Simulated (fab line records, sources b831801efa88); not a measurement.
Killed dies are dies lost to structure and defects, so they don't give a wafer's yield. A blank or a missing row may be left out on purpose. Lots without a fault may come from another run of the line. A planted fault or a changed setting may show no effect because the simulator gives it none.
Which tool did it? | flow gf180mcu | 11 lots, 33 wafers sampled, at 4 steps of a route of 602

WHAT THE GAUGES READ, wafer by wafer
GF_PSD_RS_MEAS_14: measures by four-point-probe.
lot  | measured     | on            | NSD_RS (ohm/sq)
L133 | day 14 04:46 | film_metro-03 | 46.09 46.06 46.23
L134 | day 14 14:29 | film_metro-02 | 46.13 46.06 46.10
L135 | day 15 06:22 | film_metro-02 | 45.95 46.03 45.94
L138 | day 16 07:37 | film_metro-02 | 45.94 46.13 46.12
L139 | day 16 12:22 | film_metro-03 | 46.13 46.19 46.08
L145 | day 18 17:39 | film_metro-04 | 46.12 46.14 46.07
L148 | day 20 00:01 | film_metro-02 | 42.60 42.68 42.72 42.56 42.59 42.57
L149 | day 20 07:07 | film_metro-04 | 42.63 42.61 42.64 42.69 42.56 42.69
L153 | day 21 08:59 | film_metro-02 | 46.13 46.03 46.07
L152 | day 21 11:58 | film_metro-02 | 46.07 46.16 46.11
L154 | day 21 15:08 | film_metro-02 | 46.11 46.08 46.12

WHICH TOOL RAN EACH LOT (tool, then ch and the chambers of the sampled wafers, then the start)
lot  | GF_HV_LDD_STRIP_22                   | GF_NSD_IMPLANT_09               | GF_NSD_STRIP_11
L133 | plasma_asher-01 ch 0,1, day 10 18:09 | implanter-02 ch 0, day 13 07:33 | plasma_asher-01 ch 0,1, day 13 07:51
L134 | plasma_asher-01 ch 0,1, day 11 03:40 | implanter-04 ch 0, day 13 16:55 | plasma_asher-02 ch 0,1, day 13 17:12
L135 | plasma_asher-03 ch 0,1, day 11 14:52 | implanter-02 ch 0, day 14 08:29 | plasma_asher-01 ch 0,1, day 14 08:45
L138 | plasma_asher-04 ch 0,1, day 12 12:39 | implanter-04 ch 0, day 15 09:07 | plasma_asher-02 ch 0,1, day 15 09:24
L139 | plasma_asher-01 ch 0,1, day 12 19:43 | implanter-01 ch 0, day 15 13:21 | plasma_asher-02 ch 0,1, day 15 13:39
L145 | plasma_asher-01 ch 1, day 14 18:16   | implanter-04 ch 0, day 17 17:45 | plasma_asher-02 ch 0, day 17 18:03
L148 | plasma_asher-04 ch 0,1, day 15 22:48 | implanter-04 ch 0, day 19 00:02 | plasma_asher-03 ch 0,1, day 19 00:19
L149 | plasma_asher-01 ch 0,1, day 16 05:07 | implanter-04 ch 0, day 19 06:57 | plasma_asher-03 ch 0,1, day 19 07:15
L153 | plasma_asher-01 ch 0,1, day 17 05:46 | implanter-02 ch 0, day 20 07:34 | plasma_asher-03 ch 0,1, day 20 07:52
L152 | plasma_asher-04 ch 0,1, day 17 07:34 | implanter-02 ch 0, day 20 10:57 | plasma_asher-01 ch 0,1, day 20 11:15
L154 | plasma_asher-03 ch 0,1, day 17 11:28 | implanter-01 ch 0, day 20 14:11 | plasma_asher-03 ch 0,1, day 20 14:27
- GF_HV_LDD_STRIP_22: strips in O2/N2.
- GF_NSD_IMPLANT_09
- GF_NSD_STRIP_11: strips in O2/N2.

THE ANSWER, worked out from the rows above alone
Rule: what is usual is taken from the lots themselves. Put in order of their means at a reading, lots are off if they are a third of the lots or fewer, leave a main group of 4 or more, and stand apart from it by a gap of 3 or more times the standard deviation of the main group's means; of several such gaps the widest counts. A main group whose means are all the same, to the digits that the tables above print for the reading, isn't used. A lot without any number at a reading at which 4 lots or more have one is off too. The other lots that the step has rows for count as sound.
Off: L148, L149, at GF_PSD_RS_MEAS_14 (NSD_RS). The main group: mean 46.09 ohm/sq, standard deviation 0.046.
A tool fits if, at a process step before that reading, it ran every lot that is off, and no sound lot after the first of them. The gauges at GF_PSD_RS_MEAS_14 are tried like those tools. One fits: implanter-04 at GF_NSD_IMPLANT_09. Its last sound lot is L145 (day 17 17:45), its first lot that is off L148 (day 19 00:02): a fault that began between those two fits.

WHAT THE SIMULATOR HAD PUT IN
Process parameter drift: implanter-04, from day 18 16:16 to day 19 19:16, at GF_NSD_IMPLANT_09. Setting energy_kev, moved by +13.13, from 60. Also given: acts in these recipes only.
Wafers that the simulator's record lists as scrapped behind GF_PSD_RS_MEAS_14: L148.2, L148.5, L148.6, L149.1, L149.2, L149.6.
Lots struck among those shown: L148, L149. The rule above found the same.
